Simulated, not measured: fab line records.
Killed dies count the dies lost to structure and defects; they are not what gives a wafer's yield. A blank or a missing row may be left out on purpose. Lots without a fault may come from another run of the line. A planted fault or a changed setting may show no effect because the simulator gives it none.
Matching of chambers || flow gf180mcu || rie-diel-03 running GF_SAB_ETCH_11: 4 sister chambers
The step etches SiO2 in C4F8/O2/Ar, target depth 55 nm, time 8.5 s. 8 wafers are shown with their chamber, then 7 later ones without.

== EACH WAFER AND ITS CHAMBER ==
{"wafer": "L288.5", "chamber": 0, "oes-product-au (a.u.)": 0.993}
{"wafer": "L289.4", "chamber": 2, "oes-product-au (a.u.)": 1.007}
{"wafer": "L291.5", "chamber": 1, "oes-product-au (a.u.)": 1.016}
{"wafer": "L292.1", "chamber": 1, "oes-product-au (a.u.)": 1.010}
{"wafer": "L292.2", "chamber": 2, "oes-product-au (a.u.)": 1.011}
{"wafer": "L292.5", "chamber": 3, "oes-product-au (a.u.)": 1.001}
{"wafer": "L297.1", "chamber": 0, "oes-product-au (a.u.)": 0.991}
{"wafer": "L297.3", "chamber": 3, "oes-product-au (a.u.)": 1.007}

== WAFERS MISSING THEIR CHAMBER ==
{"wafer": "L297.4", "oes-product-au (a.u.)": 1.012}
{"wafer": "L299.2", "oes-product-au (a.u.)": 0.984}
{"wafer": "L299.3", "oes-product-au (a.u.)": 1.017}
{"wafer": "L299.4", "oes-product-au (a.u.)": 0.994}
{"wafer": "L300.1", "oes-product-au (a.u.)": 1.001}
{"wafer": "L300.3", "oes-product-au (a.u.)": 1.027}
{"wafer": "L300.5", "oes-product-au (a.u.)": 1.015}

== EACH ONE'S CHAMBER ==
{"wafer": "L297.4", "from the rows above": "can't be placed: 1 or 2", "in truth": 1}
{"wafer": "L299.2", "from the rows above": 0, "in truth": 0}
{"wafer": "L299.3", "from the rows above": "can't be placed: 1 or 2", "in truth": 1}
{"wafer": "L299.4", "from the rows above": 0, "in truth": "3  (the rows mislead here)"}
{"wafer": "L300.1", "from the rows above": "can't be placed: 3 or 2 or 0", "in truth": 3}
{"wafer": "L300.3", "from the rows above": "can't be placed: 1 or 2", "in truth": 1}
{"wafer": "L300.5", "from the rows above": "can't be placed: 1 or 2", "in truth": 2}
1 of 7 placed correctly. Can't be placed from these rows: 5 (the true chamber is among the candidates in 5). Number placed wrongly: 1.
How it was worked out, from the rows above alone: a wafer's distance from a chamber is the root of the sum, over the readings, of the square of ((its reading less the chamber's mean) divided by the reading's scatter). The wafer belongs to the nearest chamber; if the next one is less than 2 further off, it can't be placed. The mean given for a chamber averages the wafers shown for that chamber. The scatter: take each reading less its chamber's mean, square it, sum over the shown wafers, divide by the number of wafers less the number of chambers, and take the root.
